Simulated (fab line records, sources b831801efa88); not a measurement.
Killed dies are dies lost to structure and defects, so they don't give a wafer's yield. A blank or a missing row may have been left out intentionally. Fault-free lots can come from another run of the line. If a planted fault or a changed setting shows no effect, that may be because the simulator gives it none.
Tool commonality check	flow sky130	57 wafers sampled across 15 lots

REASON IT WAS OPENED
At SKY_VT_ADJUST_NCORE_OVL_MEAS_08 the reading VT_ADJUST_NCORE_OVL is flagged on 4 of 15 lots. No-fault wafers: 0.5 nm, standard deviation 1.2.
Rule: flag the lot when none of its wafers has a number, or when each of its wafers that has one lies beyond 4 standard deviations from that mean. All remaining lots are regarded as sound.

lot	measured	on	VT_ADJUST_NCORE_OVL (nm), wafer by wafer	flag
L166	day 8 08:47	overlay-01	1.5 1.2 0.6	
L167	day 8 16:14	overlay-01	1.6 0.3 -0.3	
L168	day 9 01:26	overlay-02	-1.5 0.4 -0.1	
L169	day 9 08:53	overlay-01	1.9 3.0 1.5	
L170	day 9 16:25	overlay-02	0.2 0.0 -0.1	
L171	day 9 18:39	overlay-02	3.7 1.2 0.4	
L172	day 10 01:13	overlay-01	-1.3 -0.6 0.0	
L173	day 10 07:05	overlay-02	-0.4 0.9 1.3	
L174	day 10 16:09	overlay-02	-1.5 -0.5 -1.3	
L176	day 11 17:35	overlay-02	-120.5 -122.2 -121.0 -120.9 -122.6 -120.7	FLAGGED
L177	day 11 20:55	overlay-02	-122.9 -122.4 -122.6 -123.1 -122.6 -123.8	FLAGGED
L178	day 11 23:10	overlay-01	-122.1 -121.5 -121.7 -122.0 -121.5 -121.9	FLAGGED
L179	day 12 04:53	overlay-02	-120.8 -121.0 -120.7 -120.5 -121.1 -120.9	FLAGGED
L184	day 13 14:39	overlay-02	1.2 0.5 -1.2	
L189	day 15 06:33	overlay-02	-1.2 1.7 1.0	
Averaged over the flagged lots the numbers come to -121.7 nm, -122.2 nm from the usual (-99 or more standard deviations).

EACH LOT AND THE TOOL IT RAN ON
The record holds 1 process step before the reading, out of a route of 708 steps. Every cell lists first the tool, next ch and the chambers used by the sampled wafers, and last the start.
lot	flag	SKY_VT_ADJUST_NCORE_EXPOSE_04
L166		ilineStepper-02 ch 0, day 7 22:34
L167		ilineStepper-02 ch 0, day 8 06:17
L168		ilineStepper-02 ch 0, day 8 15:22
L169		ilineStepper-02 ch 0, day 8 21:43
L170		ilineStepper-02 ch 0, day 9 05:50
L171		ilineStepper-01 ch 0, day 9 07:22
L172		ilineStepper-02 ch 0, day 9 15:34
L173		ilineStepper-01 ch 0, day 9 20:10
L174		ilineStepper-02 ch 0, day 10 05:26
L176	FLAGGED	ilineStepper-01 ch 0, day 11 05:28
L177	FLAGGED	ilineStepper-01 ch 0, day 11 09:11
L178	FLAGGED	ilineStepper-01 ch 0, day 11 11:02
L179	FLAGGED	ilineStepper-01 ch 0, day 11 16:52
L184		ilineStepper-02 ch 0, day 13 02:57
L189		ilineStepper-02 ch 0, day 14 17:20
What is done by these steps:
- SKY_VT_ADJUST_NCORE_EXPOSE_04: exposes mask LVTN COMPLEMENT THIN, target cd 380 nm.
- SKY_VT_ADJUST_NCORE_OVL_MEAS_08

FLAGGED AGAINST TOTAL, ONE TOOL AT A TIME (gauges that did the reading follow at the end)
step	tool	lots run	flagged	share of the flagged lots	sound lots run after its first flagged lot
SKY_VT_ADJUST_NCORE_EXPOSE_04	ilineStepper-01	6	4	all	0
SKY_VT_ADJUST_NCORE_EXPOSE_04	ilineStepper-02	9	0	none	-
SKY_VT_ADJUST_NCORE_OVL_MEAS_08	overlay-01	5	1	some	0
SKY_VT_ADJUST_NCORE_OVL_MEAS_08	overlay-02	10	3	some	2 (L184,L189)

WHAT THE TABLE PERMITS
All flagged lots share 1 row of the table, namely ilineStepper-01 at SKY_VT_ADJUST_NCORE_EXPOSE_04.
- ilineStepper-01 at SKY_VT_ADJUST_NCORE_EXPOSE_04: 4 of its 6 lots flagged. Last sound lot L173 at day 9 20:10, first flagged lot L176 at day 11 05:28; a fault beginning in between fits.
Left over: one tool, ilineStepper-01 at SKY_VT_ADJUST_NCORE_EXPOSE_04.

WHAT WAS PUT IN BY THE SIMULATOR
Scanner matching overlay: ilineStepper-01, from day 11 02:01 on, at SKY_VT_ADJUST_NCORE_EXPOSE_04. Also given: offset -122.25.
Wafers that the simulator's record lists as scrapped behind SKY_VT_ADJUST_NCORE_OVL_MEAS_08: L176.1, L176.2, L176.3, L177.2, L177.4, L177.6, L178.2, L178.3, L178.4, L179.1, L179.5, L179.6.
Shown lots that were struck: L176, L177, L178, L179. Same finding as the rule above.
